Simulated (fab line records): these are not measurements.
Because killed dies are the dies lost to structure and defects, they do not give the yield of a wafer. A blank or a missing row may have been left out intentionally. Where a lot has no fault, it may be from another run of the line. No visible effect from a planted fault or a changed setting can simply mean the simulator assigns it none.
Matching of chambers :: flow sky130 :: rie-diel-02 running SKY_VIA4_ETCH_12: 4 sister chambers
The step etches SiO2 in C4F8/O2/Ar, stops on TiN, target depth 580 nm. 4 wafers are shown with their chamber, then 10 later ones without.

== EACH WAFER AND ITS CHAMBER ==
wafer: L090.5
chamber: 0
oes-product-au (a.u.): 0.931

wafer: L093.5
chamber: 3
oes-product-au (a.u.): 0.932

wafer: L095.1
chamber: 2
oes-product-au (a.u.): 0.917

wafer: L095.3
chamber: 1
oes-product-au (a.u.): 0.926

== WAFERS WITH NO CHAMBER GIVEN ==
wafer: L095.5
oes-product-au (a.u.): 0.926

wafer: L092.1
oes-product-au (a.u.): 0.913

wafer: L092.2
oes-product-au (a.u.): 0.931

wafer: L092.3
oes-product-au (a.u.): 0.930

wafer: L092.4
oes-product-au (a.u.): 0.927

wafer: L092.5
oes-product-au (a.u.): 0.927

wafer: L092.6
oes-product-au (a.u.): 0.928

wafer: L096.2
oes-product-au (a.u.): 0.916

wafer: L096.3
oes-product-au (a.u.): 0.922

wafer: L096.6
oes-product-au (a.u.): 0.922

== THE CHAMBER EACH PASSED THROUGH ==
wafer: L095.5
from the rows above: 1
in truth: 1

wafer: L092.1
from the rows above: 2
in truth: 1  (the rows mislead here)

wafer: L092.2
from the rows above: can't be placed: 0 or 3
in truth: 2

wafer: L092.3
from the rows above: can't be placed: 0 or 3 or 1
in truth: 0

wafer: L092.4
from the rows above: can't be placed: 1 or 0 or 3
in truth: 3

wafer: L092.5
from the rows above: can't be placed: 1 or 0 or 3
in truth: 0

wafer: L092.6
from the rows above: can't be placed: 1 or 0 or 3
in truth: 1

wafer: L096.2
from the rows above: 2
in truth: 2

wafer: L096.3
from the rows above: can't be placed: 1 or 2
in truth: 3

wafer: L096.6
from the rows above: can't be placed: 1 or 2
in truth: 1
Correct placement for 2 of the 10. Not placeable from these rows: 7 (in 5, the candidates include the true chamber). Placed wrongly: 1.
How it was worked out, from the rows above alone: a wafer's distance from a chamber is the root of the sum, over the readings, of the square of ((its reading less the chamber's mean) divided by the reading's scatter). If the next closest chamber is less than 2 further off than the closest, the wafer can't be placed; otherwise it belongs to the closest. Each chamber's mean is taken over the wafers shown for it. The scatter: root of mean squared gap, hidden wafer to nearest shown wafer, with one shown wafer a chamber.
